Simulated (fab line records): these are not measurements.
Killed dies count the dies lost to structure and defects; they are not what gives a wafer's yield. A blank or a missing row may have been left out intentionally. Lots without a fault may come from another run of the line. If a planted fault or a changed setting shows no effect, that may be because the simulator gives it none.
Problem report in the 8D (eight disciplines) form, filled by code    flow sky130    the parts of the form that need people (team, actions taken, sign-off) are left out

== 1. THE PROBLEM ==
Wafers without a fault read 22.55 s with a standard deviation of 0.034, while strip_time_to_endpoint_s at SKY_SD_N_STRIP_11 averages 21.95 s across 3 wafers of 1 lot. Measured from the usual mean, that is -18 standard deviations.
The step: strips in O2/N2.
First observed at day 34 08:10: wafer L973.1, on plasma_asher-01. The record holds 36 wafers of 12 lots with a number at this step. Rule for "out" (also "out of limits"): further than 4 standard deviations from the usual mean. All remaining wafers that have a number are taken as sound.

== 2. WHAT IT IS; WHAT IT IS NOT ==
question                     is                        is not
which readings at this step  strip_time_to_endpoint_s  chamber_pressure_mTorr, drypump_motor_current_A, oes_product_au
which lots                   L973                      L957, L958, L959, L960, L961, L963, L966, L967, L970, L977, L978
which wafers of those lots   all that have a number    -
read on which tools          plasma_asher-01           plasma_asher-02, plasma_asher-03
when                         from day 34 08:10         up to then (27 sound wafers); but 6 sound wafers of L977, L978 came after

== 3. THE SUSPECTS, EACH WITH WHAT RULES IT OUT ==
Counting: any tool at a process step up to the reading is kept as a suspect provided that every lot that is out went through it and no sound lot did after the first of them.
- litho_track-01 at SKY_SD_N_COAT_02 (resist thk 1140 nm): kept. It ran the lot that is out, L973 (day 33 18:07), and no sound lot after that; its last sound lot up to then is L963 (day 30 08:26).
- plasma_asher-01 at SKY_SD_N_STRIP_11 (strips in O2/N2): ruled out as a lasting fault. Sound lots L977 ran on it after its first lot that is out, L973 (day 34 08:10).
The count leaves litho_track-01 at SKY_SD_N_COAT_02.

== 4. THE CAUSE (what the simulator had put in) ==
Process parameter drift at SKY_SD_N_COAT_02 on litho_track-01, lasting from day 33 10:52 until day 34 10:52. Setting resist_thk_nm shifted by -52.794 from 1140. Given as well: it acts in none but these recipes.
Only this tool survived the counting.

== 5. THE CHAIN OF EFFECTS, in route order ==
Each row: a reading whose mean over the struck wafers that have a number lies more than 3 standard deviations from the usual. Only readings for which the record gives a usual standard deviation are gone through. hours: the time from each lot's start at the first step in this table that gives one to its start at this step, as a median over the lots. sigmas: the change in usual standard deviations.
hours  step               reading                   usual    on struck wafers  change  sigmas
0      SKY_SD_N_STRIP_11  strip_time_to_endpoint_s  22.55 s  21.95             -0.60   -18
Its process steps:
- SKY_SD_N_STRIP_11: strips in O2/N2.

== 6. WHAT WOULD HAVE CAUGHT IT SOONER ==
In this record no reading fell out of limits until day 34 08:10, 21 hours after the fault had begun at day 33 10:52.
By day 34 08:10, every lot that is out (1) had started SKY_SD_N_COAT_02 on litho_track-01. Holding the tool at that point would not have protected any of them.
